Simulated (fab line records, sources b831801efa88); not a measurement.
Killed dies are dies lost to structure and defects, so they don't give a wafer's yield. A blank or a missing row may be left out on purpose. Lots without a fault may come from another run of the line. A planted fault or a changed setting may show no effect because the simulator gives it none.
Which tool did it? | flow sky130 | 13 lots, 39 wafers sampled, at 5 steps of a route of 708

WHAT THE GAUGES READ, wafer by wafer
SKY_VT_ADJUST_LVTN_OVL_MEAS_07. Usual: VT_ADJUST_LVTN_OVL -0.5 nm, standard deviation 1.4.
lot  | measured     | on         | VT_ADJUST_LVTN_OVL (nm) | flag
L752 | day 6 16:44  | overlay-01 | -0.8 -0.8 -0.6          |
L753 | day 7 04:38  | overlay-01 | -0.7 0.3 -1.4           |
L755 | day 7 13:35  | overlay-02 | -0.6 -0.7 -0.4          |
L757 | day 8 05:51  | overlay-01 | -1.2 -1.2 -1.7          |
L758 | day 8 13:42  | overlay-02 | -4.0 -2.6 -3.6          |
L759 | day 8 17:38  | overlay-02 | 2.8 2.8 2.9             |
L760 | day 8 21:37  | overlay-02 | -0.2 -1.1 0.0           |
L761 | day 9 07:56  | overlay-02 | -2.0 -1.8 -1.7          |
L764 | day 10 04:07 | overlay-01 | -2.3 -2.3 0.3           |
L770 | day 12 01:08 | overlay-02 | 1.2 -1.9 -2.1           |
L771 | day 12 01:17 | overlay-01 | -0.1 1.0 -1.8           |
L774 | day 12 20:29 | overlay-01 | -0.8 -1.3 -2.3          |
L775 | day 13 04:11 | overlay-01 | -2.2 -1.4 -0.7          |

SKY_VT_ADJUST_PCH_TW_MEAS_10. Usual: VT_ADJUST_PCH_TW 144.0, standard deviation 0.71.
lot  | measured     | on            | VT_ADJUST_PCH_TW  | flag
L752 | day 10 04:37 | film_metro-04 | 145.2 145.1 145.0 |
L753 | day 10 18:18 | film_metro-01 | 143.2 144.2 144.7 |
L755 | day 11 08:31 | film_metro-01 | 144.3 144.1 144.8 |
L757 | day 11 23:52 | film_metro-01 | 144.6 144.2 144.0 |
L758 | day 12 10:35 | film_metro-02 | 143.9 144.0 143.7 |
L759 | day 12 13:24 | film_metro-02 | 143.6 143.3 144.5 |
L760 | day 12 18:58 | film_metro-02 | 145.1 144.4 144.5 |
L761 | day 13 05:14 | film_metro-01 | 145.6 145.6 144.3 |
L764 | day 14 06:20 | film_metro-01 | 143.9 143.9 143.7 |
L770 | day 16 12:25 | film_metro-02 | 129.9 129.7 130.6 | OFF
L771 | day 16 12:46 | film_metro-02 | 130.6 129.9 129.7 | OFF
L774 | day 17 09:16 | film_metro-01 | 143.8 143.6 142.9 |
L775 | day 17 18:28 | film_metro-01 | 143.5 143.9 144.2 |

SKY_LDD_P_TW_MEAS_11. Usual: LDD_P_TW 637, standard deviation 4.2.
lot  | measured     | on            | LDD_P_TW    | flag
L752 | day 18 17:14 | film_metro-03 | 638 633 635 |
L753 | day 19 07:07 | film_metro-02 | 642 642 641 |
L755 | day 20 08:24 | film_metro-04 | 644 638 640 |
L757 | day 20 21:11 | film_metro-03 | 634 638 634 |
L758 | day 21 11:31 | film_metro-02 | 642 641 642 |
L759 | day 21 16:28 | film_metro-03 | 635 633 633 |
L760 | day 21 23:11 | film_metro-02 | 639 639 641 |
L761 | day 22 09:32 | film_metro-04 | 639 641 636 |
L764 | day 23 18:14 | film_metro-03 | 628 625 627 |
L770 | day 26 06:31 | film_metro-03 | 632 630 634 |
L771 | day 26 06:05 | film_metro-02 | 643 639 644 |
L774 | day 26 20:38 | film_metro-04 | 643 639 639 |
L775 | day 27 06:48 | film_metro-04 | 638 641 642 |

SKY_SD_N_RS_MEAS_16: measures by four-point-probe. Usual: SD_N_RS 68.55 ohm/sq, standard deviation 0.13.
lot  | measured     | on            | SD_N_RS (ohm/sq)  | flag
L752 | day 27 16:02 | film_metro-02 | 68.48 68.55 68.49 |
L753 | day 28 04:22 | film_metro-02 | 68.56 68.33 68.41 |
L755 | day 29 05:36 | film_metro-04 | 68.48 68.58 68.57 |
L757 | day 29 15:42 | film_metro-02 | 68.60 68.42 68.47 |
L758 | day 30 03:35 | film_metro-02 | 68.60 68.74 68.58 |
L759 | day 30 07:49 | film_metro-01 | 68.65 68.68 68.61 |
L760 | day 30 14:10 | film_metro-02 | 68.45 68.51 68.43 |
L761 | day 30 22:28 | film_metro-02 | 68.51 68.45 68.58 |
L764 | day 32 04:28 | film_metro-04 | 68.82 68.54 68.54 |
L770 | day 34 14:46 | film_metro-04 | 68.84 68.65 68.69 |
L771 | day 34 15:18 | film_metro-02 | 68.52 68.67 68.62 |
L774 | day 35 03:05 | film_metro-02 | 68.18 68.41 68.34 |
L775 | day 35 14:44 | film_metro-02 | 68.57 68.47 68.50 |

WHICH TOOL RAN EACH LOT (tool, then ch and the chambers of the sampled wafers, then the start)
lot  | SKY_VT_ADJUST_PCH_IMPLANT_08
L752 | implanter-01 ch 0, day 10 04:23
L753 | implanter-03 ch 0, day 10 18:03
L755 | implanter-01 ch 0, day 11 08:16
L757 | implanter-03 ch 0, day 11 23:37
L758 | implanter-02 ch 0, day 12 10:22
L759 | implanter-03 ch 0, day 12 13:09
L760 | implanter-02 ch 0, day 12 18:43
L761 | implanter-03 ch 0, day 13 05:01
L764 | implanter-02 ch 0, day 14 06:05
L770 | implanter-03 ch 0, day 16 12:11
L771 | implanter-03 ch 0, day 16 12:31
L774 | implanter-02 ch 0, day 17 09:02
L775 | implanter-01 ch 0, day 17 18:14
- SKY_VT_ADJUST_PCH_IMPLANT_08

WHAT THE TOOLS THEMSELVES READ (means of the sampled wafers that have a number; where no wafer has one, the mark that the record gives instead)
SKY_VT_ADJUST_PCH_IMPLANT_08. Usual: dose_ions_cm2 4.998e+11, standard deviation 5.4e+08; end_station_pressure_torr 4.99e-06 Torr, standard deviation 2.6e-07; faraday_current_uA 2.82, standard deviation 0.057.
lot  | tool         | dose_ions_cm2 | end_station_pressure_torr (Torr) | faraday_current_uA | flag
L752 | implanter-01 | 4.994e+11     | 5.26e-06                         | 2.89               |
L753 | implanter-03 | 5.001e+11     | 5.26e-06                         | 2.82               |
L755 | implanter-01 | 5.000e+11     | 4.89e-06                         | 2.81               |
L757 | implanter-03 | 4.997e+11     | 5.12e-06                         | 2.86               |
L758 | implanter-02 | 4.996e+11     | 4.82e-06                         | 2.82               |
L759 | implanter-03 | 4.993e+11     | 4.79e-06                         | 2.75               |
L760 | implanter-02 | 5.005e+11     | 5.21e-06                         | 2.78               |
L761 | implanter-03 | 4.997e+11     | 5.10e-06                         | 2.82               |
L764 | implanter-02 | 5.006e+11     | 4.91e-06                         | 2.82               |
L770 | implanter-03 | 3.397e+11     | 5.06e-06                         | 1.93               | OFF
L771 | implanter-03 | 3.399e+11     | 5.23e-06                         | 1.90               | OFF
L774 | implanter-02 | 4.998e+11     | 5.15e-06                         | 2.82               |
L775 | implanter-01 | 5.002e+11     | 4.92e-06                         | 2.80               |

THE ANSWER, worked out from the rows above alone
Rule: a lot is off if the mean of its wafers that have a number lies more than 3 standard deviations from the usual mean. A lot without any number at a reading at which 4 lots or more have one is off too. The other lots that the step has rows for count as sound. The gauges are gone through in route order, then the tools' own readings, and for those a lot's mean is taken as printed above. The first step at which some lot is off is used, and at that step the reading that is off furthest; a lot without a number counts as furthest.
Off: L770, L771, at SKY_VT_ADJUST_PCH_TW_MEAS_10 (VT_ADJUST_PCH_TW).
A tool fits if, at a process step before that reading, it ran every lot that is off, and no sound lot after the first of them. The gauges at SKY_VT_ADJUST_PCH_TW_MEAS_10 aren't tried: what is off there is off at SKY_VT_ADJUST_PCH_IMPLANT_08 too, on other tools, and a gauge's error can't cause that. One fits: implanter-03 at SKY_VT_ADJUST_PCH_IMPLANT_08. Its last sound lot is L761 (day 13 05:01), its first lot that is off L770 (day 16 12:11): a fault that began between those two fits.
The tool's own readings at SKY_VT_ADJUST_PCH_IMPLANT_08 bear it out: on the lots that are off they differ by more than 5 times the standard deviation of the sound lots' means. dose_ions_cm2 reads 3.398e+11 there against 4.999e+11 on the sound lots; faraday_current_uA reads 1.92 there against 2.82 on the sound lots.

WHAT THE SIMULATOR HAD PUT IN
Process parameter drift: implanter-03, from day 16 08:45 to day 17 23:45, at SKY_VT_ADJUST_PCH_IMPLANT_08. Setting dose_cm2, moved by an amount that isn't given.
Lots struck among those shown: L770, L771. The rule above found the same.
